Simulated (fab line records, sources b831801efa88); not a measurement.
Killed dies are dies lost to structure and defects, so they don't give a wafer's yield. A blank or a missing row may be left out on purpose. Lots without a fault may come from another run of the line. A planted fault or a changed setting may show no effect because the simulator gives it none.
fab line records | flow sky130
record lots=13 wafers=39 last_day=50
route steps=708 shown SONOS_ONO@170 LDD_HVP@285 POLY_CUT@316 LOCAL_INTERCONNECT@387
lots that met no fault: from a run of the same line without faults
start_h: hours from the record's first day to the start of the lot's first wafer shown | wait_h: hours since the lot's step before | " the same as in the row above | L1.1+2: a row that stands for several wafers | - no value, or no start given | * or withheld: withheld | < > ~ a bound
route shown NAME@n: a module of which the file shows steps, and the number in the route of the first | usual: mean/standard deviation of fault-free wafers | same: alike in all rows | chamber/n: place in a boat | sites: the reading at each site | _std_site: their standard deviation | _edge_site: outer sites' mean less inner sites' | radius_mm: how far each site lies from the wafer's centre | mask NAME#n: copy n | behind: the tool/chamber that last shaped the wafer | hold: why the lot was held/for how many hours/how that ended | device: the transistor (n, p or np) that didn't switch | end of line: the same wafers' tests at the end of the route | a step without rows: its recipe alone | killed: dies lost to structure and defects at the first sort, not the wafer's yield | map: a wafer's dies, x killed, . not, _ none there
set.NAME: the setting as run; set.NAME@STEP: as run at that earlier step | model.NAME: the simulator's own value behind a step, which no gauge read
steps of the route over a sample of lots; a table a step, a row a wafer
services: from which hour (start_h, from the record's first day; less than 0 if before it) a tool's chamber was out of use, for how many hours, and why
## steps
# step SKY_SONOS_ONO_CVD_02
# recipe material=Si3N4 precursor=DCS/NH3 target_thk_nm=10.5 temp_c=770 time_s=180 pressure_mtorr=250
# columns lot.wafer tool chamber start_h wait_h
L108.2+5+6 lpcvd-02 1 271.99 0.8
L107.3+4+5 lpcvd-02 1 276.24 2.2
L110.2+3+5 lpcvd-02 0 276.24 2.2
L109.2+3+6 lpcvd-02 0 277.82 1.3
L112.2+3+4 lpcvd-02 0 295.26 1.7
L114.3+4+6 lpcvd-02 1 308.97 0.0
L115.1+2+5 lpcvd-02 0 321.79 2.0
L117.2+4+6 lpcvd-02 0 337.16 0.0
L118.2+3+6 lpcvd-02 1 340.00 0.5
L119.2+4+6 lpcvd-02 1 348.80 0.5
L120.1+2+4 lpcvd-02 1 380.64 15.7
L121.1+2+3 lpcvd-02 0 380.64 1.4
L130.1+2+6 lpcvd-02 1 446.03 0.1
# step SKY_SONOS_ONO_THK_MEAS_03
# recipe reads=Si3N4_of_SONOS_ONO_CVD_02
# usual SONOS_ONO_CVD_02_THK=10.52/0.13
# columns lot.wafer tool chamber start_h wait_h SONOS_ONO_CVD_02_THK[nm]
L108.2 film_metro-01 - 273.57 0.0 10.63
L108.5 " - " " 10.58
L108.6 " - " " 10.50
L110.2 film_metro-03 - 277.83 0.0 10.54
L110.3 " - " " 10.47
L110.5 " - " " 10.52
L107.3 film_metro-02 - 277.84 0.0 10.55
L107.4 " - " " 10.51
L107.5 " - " " 10.49
L109.2 film_metro-01 - 278.88 0.0 10.28
L109.3 " - " " 10.26
L109.6 " - " " 10.38
L112.2 film_metro-02 - 296.32 0.0 10.49
L112.3 " - " " 10.47
L112.4 " - " " 10.52
L114.3 film_metro-01 - 310.04 0.0 10.54
L114.4 " - " " 10.56
L114.6 " - " " 10.56
L115.1 film_metro-02 - 322.84 0.0 10.65
L115.2 " - " " 10.76
L115.5 " - " " 10.56
L117.2 film_metro-01 - 338.22 0.0 10.75
L117.4 " - " " 10.70
L117.6 " - " " 10.62
L118.2 film_metro-01 - 341.06 0.0 10.64
L118.3 " - " " 10.69
L118.6 " - " " 10.74
L119.2 film_metro-03 - 349.86 0.0 8.38
L119.4 " - " " 8.37
L119.6 " - " " 8.40
L120.1 film_metro-03 - 381.69 0.0 8.18
L120.2 " - " " 8.37
L120.4 " - " " 8.11
L121.1 film_metro-01 - 381.69 0.0 8.54
L121.2 " - " " 8.28
L121.3 " - " " 8.33
L130.1 film_metro-03 - 447.08 0.0 10.55
L130.2 " - " " 10.65
L130.6 " - " " 10.51
# step SKY_LDD_HVP_OVL_MEAS_07
# usual LDD_HVP_OVL=-0.5/1.4
# columns lot.wafer tool chamber start_h wait_h LDD_HVP_OVL[nm]
L108.2 overlay-02 - 517.17 0.1 -3.8
L108.5 " - " " -4.1
L108.6 " - " " -4.6
L110.2 overlay-01 - 536.21 0.1 -2.6
L110.3 " - " " -0.3
L110.5 " - " " 0.3
L109.2 overlay-01 - 536.51 0.1 0.0
L109.3 " - " " 0.9
L109.6 " - " " 0.9
L107.3 overlay-01 - 537.16 0.1 -0.3
L107.4 " - " " -0.2
L107.5 " - " " -1.1
L112.2 overlay-01 - 542.77 0.1 -1.9
L112.3 " - " " -0.7
L112.4 " - " " -1.8
L114.3 overlay-02 - 559.38 0.1 -2.5
L114.4 " - " " -1.6
L114.6 " - " " -0.8
L115.1 overlay-02 - 569.37 0.1 -0.5
L115.2 " - " " -1.0
L115.5 " - " " -2.6
L117.2 overlay-01 - 584.97 0.1 0.5
L117.4 " - " " 1.6
L117.6 " - " " 1.6
L118.2 overlay-02 - 588.02 0.1 0.6
L118.3 " - " " -0.9
L118.6 " - " " -0.3
L119.2 overlay-01 - 601.61 0.1 -1.3
L119.4 " - " " -0.7
L119.6 " - " " -1.7
L121.1 overlay-02 - 635.01 0.1 -1.2
L121.2 " - " " -1.7
L121.3 " - " " -0.6
L120.1 overlay-01 - 640.86 0.1 1.5
L120.2 " - " " 2.2
L120.4 " - " " 0.2
L130.1 overlay-01 - 696.31 0.1 0.1
L130.2 " - " " -0.5
L130.6 " - " " -2.1
# step SKY_POLY_CUT_OVL_MEAS_09
# usual POLY_CUT_OVL=2/6.2
# columns lot.wafer tool chamber start_h wait_h POLY_CUT_OVL[nm]
L108.2 overlay-02 - 579.13 0.1 1
L108.5 " - " " 8
L108.6 " - " " 5
L110.2 overlay-01 - 598.24 0.1 2
L110.3 " - " " -2
L110.5 " - " " 5
L107.3 overlay-02 - 598.67 0.1 0
L107.4 " - " " 0
L107.5 " - " " -1
L109.2 overlay-01 - 598.73 0.1 -1
L109.3 " - " " 5
L109.6 " - " " -1
L112.2 overlay-01 - 604.59 0.1 11
L112.3 " - " " 8
L112.4 " - " " 12
L114.3 overlay-01 - 619.65 0.1 4
L114.4 " - " " 7
L114.6 " - " " 2
L115.1 overlay-01 - 631.72 0.1 -1
L115.2 " - " " -4
L115.5 " - " " 4
L117.2 overlay-01 - 645.69 0.1 -6
L117.4 " - " " -9
L117.6 " - " " -5
L118.2 overlay-01 - 648.27 0.1 -2
L118.3 " - " " -3
L118.6 " - " " -1
L119.2 overlay-02 - 673.13 0.1 8
L119.4 " - " " 0
L119.6 " - " " 3
L121.1 overlay-01 - 692.31 0.1 -9
L121.2 " - " " -5
L121.3 " - " " -8
L120.1 overlay-01 - 699.52 0.1 7
L120.2 " - " " 8
L120.4 " - " " 5
L130.1 overlay-01 - 754.91 0.1 -6
L130.2 " - " " -6
L130.6 " - " " -4
# step SKY_LOCAL_INTERCONNECT_SPUTTER_00
# recipe material=TiN target_thk_nm=100 temp_c=300 power_w=6500 time_s=83.3 chamber_pressure_pa=0.4
# usual cathode_dc_power_W=6500.1/1.3 chamber_pressure_pa=0.4000/0.0009 throttle_valve_pct=30.2/1
# columns lot.wafer tool chamber start_h wait_h cathode_dc_power_W chamber_pressure_pa throttle_valve_pct
L108.2 pvd_sputter-03 - 697.03 0.1 6501.9 0.4010 30.2
L108.5 " - " " 6499.3 0.3995 28.8
L108.6 " - " " 6500.3 0.4019 29.7
L110.2 pvd_sputter-03 - 714.82 0.2 6499.6 0.3977 31.9
L110.3 " - " " 6502.3 0.3993 29.8
L110.5 " - " " 6502.1 0.4011 30.2
L107.3 pvd_sputter-04 - 715.84 0.1 6498.4 0.3990 30.6
L107.4 " - " " 6499.0 0.4012 30.9
L107.5 " - " " 6500.5 0.3997 30.1
L109.2 pvd_sputter-02 - 716.19 0.2 6498.1 0.4009 29.8
L109.3 " - " " 6501.1 0.4002 31.7
L109.6 " - " " 6499.3 0.4004 29.6
L112.2 pvd_sputter-03 - 720.41 0.1 6501.4 0.3986 31.8
L112.3 " - " " 6499.8 0.4011 28.6
L112.4 " - " " 6502.2 0.3993 30.2
L114.3 pvd_sputter-04 - 735.44 0.2 6500.9 0.3977 30.9
L114.4 " - " " 6499.8 0.3998 31.0
L114.6 " - " " 6504.2 0.3997 30.4
L115.1 pvd_sputter-02 - 748.48 0.1 6499.1 0.3992 31.0
L115.2 " - " " 6501.9 0.4003 28.4
L115.5 " - " " 6499.5 0.4003 30.7
L117.2 pvd_sputter-04 - 760.36 0.1 6500.4 0.3996 30.5
L117.4 " - " " 6499.5 0.4004 31.0
L117.6 " - " " 6500.0 0.3995 30.1
L118.2 pvd_sputter-04 - 764.60 0.1 6499.8 0.3987 30.9
L118.3 " - " " 6502.3 0.4011 30.8
L118.6 " - " " 6499.4 0.3990 30.0
L119.2 pvd_sputter-04 - 787.27 0.1 6499.0 0.4006 30.7
L119.4 " - " " 6499.6 0.3988 29.9
L119.6 " - " " 6500.0 0.4006 30.9
L121.1 pvd_sputter-02 - 805.05 0.2 6499.6 0.3997 29.6
L121.2 " - " " 6501.1 0.3995 30.8
L121.3 " - " " 6501.8 0.4001 28.2
L120.1 pvd_sputter-02 - 812.96 0.2 6500.9 0.3997 31.6
L120.2 " - " " 6502.1 0.4001 29.9
L120.4 " - " " 6498.0 0.4002 30.8
L130.1 pvd_sputter-02 - 863.97 0.1 6498.8 0.4005 28.3
L130.2 " - " " 6496.6 0.4000 31.0
L130.6 " - " " 6499.6 0.4001 31.6
## services
# columns tool chamber start_h hours kind
lpcvd-02 - 248.48 2.8 pm
pvd_sputter-03 - 326.82 4.7 repair
pvd_sputter-02 1 338.75 - consumable_replace:kit
pvd_sputter-02 1 338.75 18.0 scheduled_down
pvd_sputter-02 1 338.75 18.0 vent_cycle
pvd_sputter-03 - 360.63 12.8 repair
lpcvd-02 - 362.89 14.6 pm
pvd_sputter-04 2 385.46 - consumable_replace:kit
pvd_sputter-04 2 385.46 18.0 scheduled_down
pvd_sputter-04 2 385.46 18.0 vent_cycle
pvd_sputter-04 - 420.38 2.7 repair
pvd_sputter-02 - 420.71 11.9 repair
pvd_sputter-04 - 438.16 2.5 repair
pvd_sputter-03 - 447.59 3.2 repair
pvd_sputter-02 - 458.11 3.8 repair
pvd_sputter-04 - 498.48 5.5 repair
lpcvd-02 - 574.92 0.8 repair
lpcvd-02 - 624.93 17.2 pm
pvd_sputter-04 1 635.99 - consumable_replace:kit
pvd_sputter-04 1 635.99 18.0 scheduled_down
lpcvd-02 - 736.16 1.3 repair
pvd_sputter-04 - 756.07 1.8 repair
pvd_sputter-04 - 772.84 2.1 repair
lpcvd-02 - 790.48 0.8 pm
## key
first_sign step=SKY_SONOS_ONO_THK_MEAS_03 reading=SONOS_ONO_CVD_02_THK direction=down sigmas=17 usual=10.52 struck=8.33
effect none on later readings
met_at SKY_SONOS_ONO_CVD_02
struck_lots L119,L120,L121
tester_left_out L119,L120,L121
not_acting_at SKY_LDD_HVP_OVL_MEAS_07,SKY_POLY_CUT_OVL_MEAS_09,SKY_LOCAL_INTERCONNECT_SPUTTER_00
onset_between 340.00 348.80
fault kind=process_parameter_drift tool=lpcvd-02 chamber=- onset_h=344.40 steps=SKY_SONOS_ONO_CVD_02 channel=target_thk_nm offset=-2.2173 shape=step end_h=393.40 acts_in=these_recipes_only stated=10.5
# tester_left_out: of these lots the tester's yield and bins aren't shown, on N5 and GAA mostly nor the transistor test; their killed dies are dies lost to structure and defects alone, not to doping, threshold or leakage, so they don't give the yield
